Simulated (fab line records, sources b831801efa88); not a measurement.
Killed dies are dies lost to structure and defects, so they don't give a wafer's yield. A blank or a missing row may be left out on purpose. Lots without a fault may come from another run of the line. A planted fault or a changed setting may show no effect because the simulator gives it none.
Problem report in the 8D (eight disciplines) form, filled by code | flow sky130 | the parts of the form that need people (team, actions taken, sign-off) are left out

1. THE PROBLEM
chamber_pressure_pa at SKY_METAL5_SPUTTER_02 reads a mean of 0.3866 Pa on 6 wafers of 2 lots; wafers without a fault read 0.3999 Pa with a standard deviation of 0.00078. That is -17 standard deviations from the usual mean.
The step: material AlCu, target thk 1150 nm, time 61.2 s.
First seen on wafer L937.1, day 48 04:12, on pvd_sputter-02. The record holds 36 wafers of 12 lots with a number at this step. Rule for "out", or "out of limits": more than 4 standard deviations from the usual mean. The other wafers with a number count as sound.

2. WHAT IT IS AND WHAT IT IS NOT
question                    | is                     | is not
which readings at this step | chamber_pressure_pa    | -
which lots                  | L937, L939             | L918, L920, L921, L922, L924, L925, L926, L927, L928, L929
which wafers of those lots  | all that have a number | -
read on which tools         | pvd_sputter-02         | pvd_sputter-03, pvd_sputter-04
when                        | from day 48 04:12      | up to then (30 sound wafers)

3. SUSPECTS, AND WHAT RULES EACH OUT
Counting: a tool at a process step up to the reading stays a suspect if it ran every lot that is out and no sound lot after the first of them.
- pvd_sputter-04 at SKY_CAP2M_SPUTTER_02 (material TiN, target thk 200 nm, time 166.7 s): kept. It ran every lot that is out, first L937 (day 45 11:51), and no sound lot after that; its last sound lot up to then is L929 (day 43 06:46).
- plasma_asher-01 at SKY_METAL4_STRIP_19 (strips in O2/N2): kept. It ran every lot that is out, first L937 (day 47 05:56), and no sound lot after that; its last sound lot up to then is L928 (day 45 01:13).
- pvd_sputter-02 at SKY_METAL5_SPUTTER_02 (material AlCu, target thk 1150 nm, time 61.2 s): kept. It ran every lot that is out, first L937 (day 48 04:12), and no sound lot after that; its last sound lot up to then is L928 (day 47 12:01). Its own readings are out on those wafers: chamber_pressure_pa.
Left after counting: pvd_sputter-04 at SKY_CAP2M_SPUTTER_02, plasma_asher-01 at SKY_METAL4_STRIP_19, pvd_sputter-02 at SKY_METAL5_SPUTTER_02.

4. THE CAUSE (what the simulator had put in)
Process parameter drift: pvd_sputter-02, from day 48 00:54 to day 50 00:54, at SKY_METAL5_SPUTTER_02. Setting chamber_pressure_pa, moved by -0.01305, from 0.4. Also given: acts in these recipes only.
Counting left 3 suspects, and this tool is among them.

5. THE CHAIN OF EFFECTS, in route order
Each row: a reading whose mean over the struck wafers that have a number lies more than 3 standard deviations from the usual. Only readings for which the record gives a usual standard deviation are gone through. hours: the time from each lot's start at the first step in this table that gives one to its start at this step, as a median over the lots. sigmas: the change in usual standard deviations.
hours | step                  | reading             | usual     | on struck wafers | change  | sigmas
0     | SKY_METAL5_SPUTTER_02 | chamber_pressure_pa | 0.3999 Pa | 0.3866           | -0.0133 | -17
The process steps in it:
- SKY_METAL5_SPUTTER_02: material AlCu, target thk 1150 nm, time 61.2 s.

6. WHAT WOULD HAVE CAUGHT IT SOONER
In this record the first reading out of limits was taken at day 48 04:12, 3 hours after the fault began at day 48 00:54.
